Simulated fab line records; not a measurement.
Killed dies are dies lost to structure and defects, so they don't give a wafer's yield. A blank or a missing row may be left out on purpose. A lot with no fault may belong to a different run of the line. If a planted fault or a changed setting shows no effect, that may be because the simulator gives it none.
One fault seen from 2 desks    flow gf180mcu    only its own numbers are on each desk; what lay behind them is given at the end

== THE TOOL OWNER'S DESK: rie diel-03 ==
The tool's own readings at GF_V2_ETCH_17 (etches SiO2 in C4F8/O2/Ar, stops on TiN, target depth 630 nm): means of the sampled wafers that have a number, for each lot that ran on this tool. If a lot's mean is further than 4 standard deviations from the usual mean, the lot is out of limits and carries the mark OUT (the distance appears in the brackets).
Columns: A = oes product au at GF_V2_ETCH_17, usual 0.856 a.u.; B = rf fwd power W at GF_V2_ETCH_17, usual 1495 W
lot   first seen here  A      B
L806  day 20 05:00     0.857  1494
L810  day 22 03:00     0.849  1496
L811  day 22 14:00     0.858  1496
L812  day 22 15:00     0.851  1735 (+51) OUT
L815  day 24 01:00     0.851  1736 (+51) OUT
L825  day 26 18:00     0.853  1496
This desk's finding: out of limits on L812, L815; first on L812, day 22 15:00 (rf fwd power W at GF_V2_ETCH_17). Within limits: L806, L810, L811, L825.

== AT THE METROLOGY DESK ==
Means of the sampled wafers that have a number, per lot and without regard to the tool the lot ran on: this is what the gauges read. If a lot's mean is further than 4 standard deviations from the usual mean, the lot is out of limits and carries the mark OUT (the distance appears in the brackets).
Columns: A = V2_BOW at GF_V2_BOW_MEAS_05, usual 102 um
lot   first seen here  A
L806  day 19 04:41     114
L808  day 20 20:40     94
L810  day 21 03:19     98
L811  day 21 14:14     108
L812  day 21 15:50     100
L815  day 23 02:04     102
L819  day 24 00:41     100
L825  day 25 21:44     115
L826  day 26 08:56     101
L827  day 26 16:07     99
L828  day 26 19:30     99
L829  day 27 00:22     108
Result from this desk: across the 12 lots, nothing is out of limits.

== BROUGHT TOGETHER ==
The tool owner's desk had the chance to raise an alarm at day 22 15:00 on L812, L815.
Metrology desk: nothing out of limits seen.
The metrology desk has L812, L815 on record, within its limits.
The lots listed all ran GF_V2_ETCH_17 on rie diel-03.

== WHAT THE SIMULATOR HAD INSERTED ==
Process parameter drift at GF_V2_ETCH_17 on rie diel-03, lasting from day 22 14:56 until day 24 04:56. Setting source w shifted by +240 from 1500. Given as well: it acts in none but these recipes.
Lots struck among those shown: L812, L815.
Delay in hours, fault start to first out-of-limits reading, by desk: the tool owner's desk at 0.
